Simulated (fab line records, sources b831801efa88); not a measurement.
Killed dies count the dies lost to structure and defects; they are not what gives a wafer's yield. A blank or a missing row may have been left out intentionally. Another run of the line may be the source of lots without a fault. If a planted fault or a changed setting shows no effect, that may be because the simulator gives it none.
Struck lot and sound lot, side by side | flow sky130 | 16 out of 708 route steps
Sound: wafers L842.1, L842.3, L842.6. The struck wafers were L846.1, L846.2, L846.3. At the end, the cause is stated.
At each step with rows: each side's tool, then ch and its chambers, then its first start. Under that, the readings that differ: sound wafers | struck wafers | difference of the means | sigmas: that difference in standard deviations of wafers without a fault.
alike: same words and numbers on both sides, and readings whose means sit less than 2 such deviations apart. not compared: any withheld reading, any reading some wafer has no value for, any bound like >300 that may hide the same value, and any number with overlapping values for which the record gives no deviation.
The two part at a step that has a row with sigmas, a row that says differs or no value, or rows on one side only. Numbers that don't overlap but have no deviation are shown without sigmas and don't part them. A reading that every wafer of one side lacks parts them only if that side has two wafers or more.

SKY_VT_ADJUST_HVTP_OVL_MEAS_08:
  sound on overlay-01, day 6 00:46; struck on overlay-02, day 7 05:55
  alike: VT_ADJUST_HVTP_OVL
then, 1 step without rows for these wafers: SKY_VT_ADJUST_HVTP_IMPLANT_09.
SKY_VT_ADJUST_HVTP_STRIP_10: strips in O2/N2.
  sound on plasma asher-04 ch 0,1, day 6 00:58; struck on plasma asher-03 ch 0,1, day 7 06:07
  alike: chamber pressure mTorr, drypump motor current A, oes product au, strip time to endpoint s
  not compared: rf hours counter h
SKY_VT_ADJUST_HVTP_TW_MEAS_11:
  sound on film metro-04, day 6 01:04; struck on film metro-04, day 7 06:13
  alike: VT_ADJUST_HVTP_TW
then, 7 steps without rows for these wafers: SKY_VT_ADJUST_LVTN_DEHYDRATE_00 (time 60 s); SKY_VT_ADJUST_LVTN_HMDS_01 (prime time 60 s); SKY_VT_ADJUST_LVTN_COAT_02 (resist thk 3000 nm); SKY_VT_ADJUST_LVTN_SOFTBAKE_03; SKY_VT_ADJUST_LVTN_EXPOSE_04 (exposes mask NWM COMPLEMENT LESS NATIVE, target cd 840 nm); SKY_VT_ADJUST_LVTN_PEB_05; SKY_VT_ADJUST_LVTN_DEVELOP_06 (develop time 60 s).
SKY_VT_ADJUST_LVTN_OVL_MEAS_07:
  sound on overlay-02, day 6 20:55; struck on overlay-01, day 8 02:31
  alike: VT_ADJUST_LVTN_OVL
SKY_VT_ADJUST_LVTN_IMPLANT_08:
  sound on implanter-01 ch 0, day 6 20:56; struck on implanter-03 ch 0, day 8 02:33
  reading                   | sound             | struck            | difference | sigmas
  implant ion amu           | 11 11 11          | 31 31 31          | +20        |
  model.implant.rp nm (nm)  | 99.12 99.12 99.12 | 34.73 34.73 34.73 | -64.39     |
  model.implant.drp nm (nm) | 42.97 42.97 42.97 | 16.56 16.56 16.56 | -26.41     |
SKY_VT_ADJUST_LVTN_STRIP_09: strips in O2/N2.
  sound on plasma asher-04 ch 0,1, day 6 21:05; struck on plasma asher-03 ch 0,1, day 8 02:42
  alike: chamber pressure mTorr, drypump motor current A, oes product au, strip time to endpoint s
  not compared: rf hours counter h
SKY_VT_ADJUST_LVTN_TW_MEAS_10:
  sound on film metro-04, day 6 21:11; struck on film metro-04, day 8 02:48
  reading           | sound             | struck            | difference | sigmas
  VT_ADJUST_LVTN_TW | 239.4 239.6 239.9 | 466.9 467.2 465.9 | +227.0     | +99 or more
then, 1 step without rows for these wafers: SKY_VT_ADJUST_LVTN_DEHYDRATE_11 (time 60 s).

## WHERE THEY PART
SKY_VT_ADJUST_LVTN_TW_MEAS_10 only, going by this record.

WHY: what had been put in by the simulator
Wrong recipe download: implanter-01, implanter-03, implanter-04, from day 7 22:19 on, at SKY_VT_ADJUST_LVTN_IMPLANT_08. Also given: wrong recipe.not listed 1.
